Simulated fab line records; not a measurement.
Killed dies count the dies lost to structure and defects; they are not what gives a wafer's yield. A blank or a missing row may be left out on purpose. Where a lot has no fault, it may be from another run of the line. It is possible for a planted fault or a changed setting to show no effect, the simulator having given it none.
What tool caused it? -- flow sky130 -- 13 lots, 39 wafers sampled, at 5 steps of a route of 708

## WHAT EACH GAUGE READ, for each wafer
SKY_NWELL_RS_MEAS_29: measurement is done with a four-point probe. Usual: NWELL_RS gives 624.8 ohm/sq (standard deviation 1.6).
lot,measured,on,NWELL_RS (ohm/sq),flag
L896,day 5 16:38,film_metro-03,626.2 625.6 626.9,
L897,day 5 23:01,film_metro-04,624.3 624.1 625.8,
L898,day 6 01:39,film_metro-03,623.8 624.2 624.5,
L901,day 6 20:26,film_metro-01,628.1 628.2 628.4,
L902,day 7 03:04,film_metro-03,624.7 624.5 623.7,
L903,day 7 10:01,film_metro-01,624.5 623.4 626.3,
L904,day 7 15:33,film_metro-01,626.0 626.0 624.9,
L906,day 7 22:40,film_metro-01,623.9 624.1 624.8,
L907,day 8 12:53,film_metro-01,626.8 627.3 628.3,
L911,day 9 12:52,film_metro-01,625.6 625.5 624.3,
L912,day 9 15:51,film_metro-04,625.7 625.4 626.1,
L913,day 10 00:28,film_metro-03,624.2 623.1 625.2,
L917,day 11 01:41,film_metro-03,623.8 624.7 621.8,

SKY_VT_ADJUST_LVTN_OVL_MEAS_18. Usual: VT_ADJUST_LVTN_01_OVL gives 0.3 nm (standard deviation 1.3).
lot,measured,on,VT_ADJUST_LVTN_01_OVL (nm),flag
L896,day 8 02:47,overlay-02,0.6 -1.4 -1.0,
L897,day 8 10:27,overlay-02,-0.8 -0.5 0.8,
L898,day 8 12:01,overlay-01,0.5 -0.4 -0.4,
L901,day 9 10:10,overlay-01,-0.6 1.6 1.7,
L902,day 9 18:01,overlay-01,1.6 -0.2 0.8,
L903,day 10 01:38,overlay-02,-0.4 -0.3 -1.6,
L904,day 10 08:37,overlay-01,0.7 -0.5 -0.2,
L906,day 10 14:40,overlay-02,-0.3 0.0 0.3,
L907,day 11 07:53,overlay-01,2.3 0.5 1.3,
L911,day 12 10:14,overlay-01,3.4 2.3 1.6,
L912,day 12 12:38,overlay-01,0.0 0.8 2.1,
L913,day 13 00:23,overlay-02,2.7 1.2 2.9,
L917,day 14 04:02,overlay-01,0.9 0.3 0.2,

SKY_VT_ADJUST_LVTN_TW_MEAS_21. Usual: VT_ADJUST_LVTN_2_TW gives 187.5 (standard deviation 1.1).
lot,measured,on,VT_ADJUST_LVTN_2_TW,flag
L896,day 8 03:04,film_metro-04,186.3 187.9 187.2,
L897,day 8 10:45,film_metro-01,187.1 187.3 187.0,
L898,day 8 12:17,film_metro-02,187.2 187.4 186.9,
L901,day 9 10:27,film_metro-04,187.4 187.3 187.9,
L902,day 9 18:17,film_metro-01,186.2 186.8 186.0,
L903,day 10 01:56,film_metro-04,187.8 186.9 188.0,
L904,day 10 08:53,film_metro-02,188.9 188.7 188.8,
L906,day 10 14:58,film_metro-02,188.9 189.4 189.1,
L907,day 11 08:10,film_metro-02,187.1 189.6 187.5,
L911,day 12 10:32,film_metro-01,187.1 186.4 186.8,
L912,day 12 12:56,film_metro-02,164.7 165.6 165.5 166.1 164.8 165.5,OFF
L913,day 13 00:40,film_metro-04,163.5 162.9 162.1 163.5 162.7 163.8,OFF
L917,day 14 04:20,film_metro-02,187.5 186.5 187.2,

SKY_VT_ADJUST_NCORE_CD_MEAS_07: target cd 380 nm. Usual: cd_nm 379.7 nm, standard deviation 2.5.
lot,measured,on,cd_nm (nm),flag
L896,day 9 00:01,cd_sem-02,375.6 377.7 377.4,
L897,day 9 06:49,cd_sem-01,375.7 377.8 376.2,
L898,day 9 09:52,cd_sem-01,382.2 381.2 381.2,
L901,day 10 08:20,cd_sem-01,380.2 376.6 380.2,
L902,day 10 17:04,cd_sem-02,378.4 376.6 379.7,
L903,day 11 00:17,cd_sem-02,379.5 377.8 377.3,
L904,day 11 07:52,cd_sem-02,378.8 379.6 380.6,
L906,day 11 13:42,cd_sem-01,378.7 377.0 377.7,
L907,day 12 07:43,cd_sem-01,381.9 379.9 378.5,
L911,day 13 11:23,cd_sem-02,378.2 380.6 377.4,
L912,day 13 14:29,cd_sem-02,381.1 382.1 383.2,
L913,day 14 02:22,cd_sem-02,382.8 381.8 383.3,
L917,day 15 06:14,cd_sem-01,383.7 384.6 384.2,

## WHICH TOOL RAN EACH LOT (tool, then ch and the chambers of the sampled wafers, then the start)
lot,SKY_VT_ADJUST_LVTN_IMPLANT_19
L896,"implanter-01 ch 0, day 8 02:49"
L897,"implanter-01 ch 0, day 8 10:33"
L898,"implanter-04 ch 0, day 8 12:02"
L901,"implanter-01 ch 0, day 9 10:13"
L902,"implanter-02 ch 0, day 9 18:02"
L903,"implanter-02 ch 0, day 10 01:42"
L904,"implanter-04 ch 0, day 10 08:38"
L906,"implanter-01 ch 0, day 10 14:44"
L907,"implanter-02 ch 0, day 11 07:55"
L911,"implanter-02 ch 0, day 12 10:18"
L912,"implanter-01 ch 0, day 12 12:42"
L913,"implanter-01 ch 0, day 13 00:28"
L917,"implanter-02 ch 0, day 14 04:05"
- SKY_VT_ADJUST_LVTN_IMPLANT_19

## WHAT THE TOOLS THEMSELVES READ (means of the sampled wafers that have a number; where no wafer has one, the mark that the record gives instead)
SKY_VT_ADJUST_LVTN_IMPLANT_19. Usual: beam_energy_keV 30.001, standard deviation 0.0094; dose_ions_cm2 6.5e+11, standard deviation 6.3e+08; faraday_current_uA 3.66, standard deviation 0.075.
lot,tool,beam_energy_keV,dose_ions_cm2,faraday_current_uA,flag
L896,implanter-01,30.012,6.5e+11,3.64,
L897,implanter-01,29.997,6.5e+11,3.75,
L898,implanter-04,30.014,6.5e+11,3.62,
L901,implanter-01,30.004,6.5e+11,3.63,
L902,implanter-02,29.993,6.5e+11,3.68,
L903,implanter-02,29.993,6.5e+11,3.66,
L904,implanter-04,30.005,6.5e+11,3.64,
L906,implanter-01,29.991,6.5e+11,3.69,
L907,implanter-02,29.995,6.5e+11,3.68,
L911,implanter-02,30.010,6.5e+11,3.70,
L912,implanter-01,29.992,4.0e+11,2.22,OFF
L913,implanter-01,30.005,4.0e+11,2.23,OFF
L917,implanter-02,30.011,6.5e+11,3.65,

## THE ANSWER, worked out from the rows above alone
Rule: lot off if the mean of its wafers having a number is beyond 3 standard deviations from the usual mean. Also off: a lot with no number at a reading for which 4 or more lots have one. All remaining lots with rows at the step are treated as sound. Order of review: gauges by route order, followed by the tools' own readings, for which a lot's mean as printed above is used. At the first step where some lot is off, the reading lying furthest off is the one used; lots without a number count as furthest.
Off: at SKY_VT_ADJUST_LVTN_TW_MEAS_21 (VT_ADJUST_LVTN_2_TW), L912, L913.
If a tool, at a process step before that reading, ran all the lots that are off and no sound lot after the first of them, it fits. The gauges at SKY_VT_ADJUST_LVTN_TW_MEAS_21 aren't tried: what is off there is off at SKY_VT_ADJUST_LVTN_IMPLANT_19 too, on other tools, and a gauge's error can't cause that. One fits: SKY_VT_ADJUST_LVTN_IMPLANT_19 on implanter-01. Its last sound lot is L906 (day 10 14:44), its first lot that is off L912 (day 12 12:42): a fault that began between those two fits.
The tool's own readings at SKY_VT_ADJUST_LVTN_IMPLANT_19 bear it out: on the lots that are off they differ by more than 5 times the standard deviation of the sound lots' means. dose_ions_cm2 reads 4.0e+11 there against 6.5e+11 on the sound lots; faraday_current_uA reads 2.23 there against 3.67 on the sound lots.

## WHAT WAS PUT IN BY THE SIMULATOR
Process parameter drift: implanter-01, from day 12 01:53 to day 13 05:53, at SKY_VT_ADJUST_LVTN_IMPLANT_19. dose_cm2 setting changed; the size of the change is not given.
Struck lots among those shown: L912, L913. The rule above found the same.
